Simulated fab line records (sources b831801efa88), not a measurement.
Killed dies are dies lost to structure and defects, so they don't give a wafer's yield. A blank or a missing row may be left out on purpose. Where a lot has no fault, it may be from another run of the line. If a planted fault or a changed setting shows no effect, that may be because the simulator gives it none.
Which tool did it? | flow sky130 | 14 lots, 42 wafers sampled, at 3 steps of a route of 708

WHAT THE GAUGES READ, wafer by wafer
SKY_SD_P_CD_MEAS_07: target cd 380 nm.
lot  | measured     | on        | cd nm (nm)
L234 | day 25 13:28 | cd sem-01 | 384.1 381.5 381.3
L236 | day 26 00:56 | cd sem-01 | 379.6 382.5 380.1
L237 | day 26 19:26 | cd sem-02 | 379.7 378.9 376.9
L244 | day 29 13:14 | cd sem-01 | 380.1 381.2 382.0
L246 | day 29 23:44 | cd sem-02 | 379.1 379.0 380.4
L247 | day 30 05:56 | cd sem-02 | 384.6 382.2 386.2
L248 | day 31 01:18 | cd sem-02 | 377.6 377.7 379.6
L250 | day 31 04:19 | cd sem-01 | 380.7 380.6 378.9
L249 | day 31 05:34 | cd sem-02 | 381.1 380.9 380.5
L251 | day 31 08:17 | cd sem-02 | 386.1 382.7 381.2
L253 | day 32 14:05 | cd sem-01 | 378.6 377.5 379.5
L254 | day 32 19:31 | cd sem-02 | 378.0 376.4 375.7
L255 | day 32 19:49 | cd sem-01 | 379.9 378.6 378.0
L256 | day 32 23:45 | cd sem-01 | 378.3 378.0 380.7

SKY_LI_CONTACT_THK_MEAS_01.
lot  | measured     | on            | LI_CONTACT_HDPCVD_THK (nm)
L234 | day 28 00:42 | film metro-04 | 936 925 904
L236 | day 28 11:40 | film metro-04 | 933 936 927
L237 | day 29 05:57 | film metro-04 | 930 935 920
L244 | day 31 13:08 | film metro-03 | 926 918 914
L246 | day 32 09:09 | film metro-04 | 947 947 943
L247 | day 32 13:24 | film metro-04 | 931 940 936
L248 | day 33 07:16 | film metro-04 | 927 917 925
L250 | day 33 11:25 | film metro-01 | 929 930 924
L249 | day 33 11:40 | film metro-04 | 939 947 939
L251 | day 33 14:49 | film metro-01 | 923 920 926
L253 | day 34 20:57 | film metro-01 | 938 919 936
L254 | day 35 01:06 | film metro-04 | 933 946 941
L255 | day 35 02:20 | film metro-04 | 922 930 918
L256 | day 35 06:37 | film metro-03 | 939 942 944

TOOL THAT RAN EACH LOT (tool first, then ch and the chambers of the sampled wafers, then the start)
lot  | SKY_RES_XHIGH_DEVELOP_06
L234 | litho track-02 ch 0, day 26 18:16
L236 | litho track-03 ch 0, day 27 05:41
L237 | litho track-03 ch 0, day 28 00:16
L244 | litho track-02 ch 0, day 30 11:03
L246 | litho track-02 ch 0, day 31 05:00
L247 | litho track-02 ch 0, day 31 08:43
L248 | litho track-03 ch 0, day 32 03:50
L250 | litho track-04 ch 0, day 32 07:34
L249 | litho track-04 ch 0, day 32 07:55
L251 | litho track-04 ch 0, day 32 11:11
L253 | litho track-04 ch 0, day 33 16:46
L254 | litho track-03 ch 0, day 33 20:55
L255 | litho track-04 ch 0, day 33 22:10
L256 | litho track-03 ch 0, day 34 02:23
- SKY_RES_XHIGH_DEVELOP_06: develop time 60 s.

AS READ BY THE TOOLS THEMSELVES (means over the sampled wafers that have a number; for cases with no such wafer, the mark the record gives instead)
SKY_RES_XHIGH_DEVELOP_06.
lot  | tool           | developer temp C (C)
L234 | litho track-02 | 23.10
L236 | litho track-03 | 22.90
L237 | litho track-03 | 22.92
L244 | litho track-02 | 23.89
L246 | litho track-02 | 23.96
L247 | litho track-02 | 24.03
L248 | litho track-03 | 22.98
L250 | litho track-04 | 23.05
L249 | litho track-04 | 22.95
L251 | litho track-04 | 22.93
L253 | litho track-04 | 23.14
L254 | litho track-03 | 22.95
L255 | litho track-04 | 23.04
L256 | litho track-03 | 22.98

THE ANSWER, worked out from the rows above alone
Rule: the lots themselves supply what counts as usual. The widest of any qualifying gaps counts: lots, ordered by their means at a reading, are off when they make up no more than a third of the lots, leave a main group of 4 or more, and stand apart from it by 3 or more times the standard deviation of that group's means. A main group whose means are all the same, to the digits that the tables above print for the reading, isn't used. Also off: a lot with no number at a reading for which 4 or more lots have one. Any other lot the step has rows for is counted as sound. First the gauges in route order, then the tools' own readings, where a lot's mean is used as printed above. At the first step where some lot is off, the reading lying furthest off is the one used; lots without a number count as furthest.
Off: L244, L246, L247 (SKY_RES_XHIGH_DEVELOP_06, developer temp C). For the main group the mean is 22.99 C and the standard deviation 0.074.
If a tool, at that step or one of the process steps before it, ran each lot that is off and ran no sound lot following the first of them, it fits. One fits: SKY_RES_XHIGH_DEVELOP_06 on litho track-02. Its last sound lot is L234 (day 26 18:16), its first lot that is off L244 (day 30 11:03): a fault that began between those two fits.
The tool's own readings at SKY_RES_XHIGH_DEVELOP_06 bear it out: on the lots that are off they differ by more than 5 times the standard deviation of the sound lots' means. developer temp C reads 23.96 C there against 22.99 C on the sound lots.

WHAT THE SIMULATOR HAD INSERTED
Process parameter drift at SKY_RES_XHIGH_DEVELOP_06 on litho track-02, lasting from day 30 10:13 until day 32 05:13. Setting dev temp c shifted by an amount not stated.
Shown lots that were struck: L244, L246, L247. The same result came from the rule above.
